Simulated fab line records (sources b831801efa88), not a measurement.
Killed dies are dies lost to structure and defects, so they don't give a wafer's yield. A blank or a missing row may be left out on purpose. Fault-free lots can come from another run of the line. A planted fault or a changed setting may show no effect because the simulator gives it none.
Which tool is to blame? ; flow gf180mcu ; 18 wafers from 6 lots sampled at 2 of the route's 602 steps

WHAT THE GAUGES READ, wafer by wafer
GF_CONTACT_THK_MEAS_01.
lot;measured;on;CONTACT_CVD_00_THK (nm)
L204;day 16 22:42;film_metro-02;300.5 298.7 298.6
L206;day 17 04:19;film_metro-02;303.4 302.9 302.9
L211;day 18 20:35;film_metro-01;304.5 298.9 302.3
L212;day 19 06:54;film_metro-02;302.8 302.8 303.3
L215;day 20 05:14;film_metro-02;447.2 445.8 449.3
L222;day 22 10:11;film_metro-01;297.9 297.6 297.0

TOOL THAT RAN EACH LOT (tool first, then ch and the chambers of the sampled wafers, then the start)
lot;GF_CONTACT_CVD_00
L204;hdpcvd-01 ch 1,2, day 16 22:40
L206;hdpcvd-02 ch 0,1,2, day 17 04:16
L211;hdpcvd-02 ch 0,1, day 18 20:33
L212;hdpcvd-02 ch 0,2, day 19 06:51
L215;hdpcvd-02 ch 0,1,2, day 20 05:11
L222;hdpcvd-01 ch 0,1,2, day 22 10:07
- GF_CONTACT_CVD_00: deposits SiO2, target thk 300 nm, time 50 s.

THE ANSWER, worked out from the rows above alone
Rule: the usual values come from the lots themselves. Put in order of their means at a reading, lots are off if they are a third of the lots or fewer, leave a main group of 4 or more, and stand apart from it by a gap of 3 or more times the standard deviation of the main group's means; of several such gaps the widest counts. Not used: any main group whose means are identical at the precision the tables above print for the reading. A lot without any number at a reading at which 4 lots or more have one is off too. The other lots that the step has rows for count as sound.
Off: L215, seen at GF_CONTACT_THK_MEAS_01 (CONTACT_CVD_00_THK). For the main group the mean is 300.9 nm and the standard deviation 2.2.
If a tool, at a process step before that reading, ran all the lots that are off and no sound lot after the first of them, it fits. The gauges at GF_CONTACT_THK_MEAS_01 are tried like those tools. Undecided on this evidence; 2 tools fit (hdpcvd-02 at GF_CONTACT_CVD_00, film_metro-02 at GF_CONTACT_THK_MEAS_01).

WHAT WAS PUT IN BY THE SIMULATOR
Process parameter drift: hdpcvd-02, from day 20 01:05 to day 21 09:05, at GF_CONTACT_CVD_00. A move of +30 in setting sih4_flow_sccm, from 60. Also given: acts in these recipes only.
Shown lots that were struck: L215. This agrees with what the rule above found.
